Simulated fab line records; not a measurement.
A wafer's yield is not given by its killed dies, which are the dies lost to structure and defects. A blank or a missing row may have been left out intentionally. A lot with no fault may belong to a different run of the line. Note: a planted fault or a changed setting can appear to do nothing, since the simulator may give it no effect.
Matching of chambers ; flow sky130 ; 4 sister chambers for SKY_LI_CONTACT_ETCH_14 on rie_diel-03
The step etches BARC in N2/H2, stops on SiO2, time 45.9 s, target depth 60 nm. 4 wafers are shown with their chamber, then 12 later ones without.

## WAFERS WITH THEIR CHAMBER
wafer;chamber;drypump_motor_current_A (A)
L088.3;3;5.4
L088.4;2;5.7
L088.5;0;6.2
L088.6;1;5.6

## WAFERS WITH NO CHAMBER GIVEN
wafer;drypump_motor_current_A (A)
L091.2;6.2
L091.4;5.3
L091.6;6.2
L092.2;5.4
L092.3;6.1
L092.5;6.1
L093.4;5.4
L093.5;5.4
L093.6;5.7
L097.1;5.4
L097.2;5.7
L097.6;5.3

## CHAMBER TAKEN BY EACH
wafer;from the rows above;in truth
L091.2;0;0
L091.4;3;3
L091.6;0;0
L092.2;3;3
L092.3;0;0
L092.5;0;0
L093.4;3;3
L093.5;3;3
L093.6;can't be placed: 2 or 1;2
L097.1;3;3
L097.2;can't be placed: 2 or 1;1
L097.6;3;3
Correctly placed: 10 of 12. From these rows, 2 cannot be placed; in 2 the true chamber is one of the candidates. Number placed wrongly: 0.
How it was worked out, from the rows above alone: a wafer's distance from a chamber is the root of the sum, over the readings, of the square of ((its reading less the chamber's mean) divided by the reading's scatter). The wafer belongs to the nearest chamber; if the next one is less than 2 further off, it can't be placed. The mean given for a chamber averages the wafers shown for that chamber. The scatter: with one shown wafer a chamber, the root of the mean of the squares of how far each hidden wafer lies from its nearest shown one.
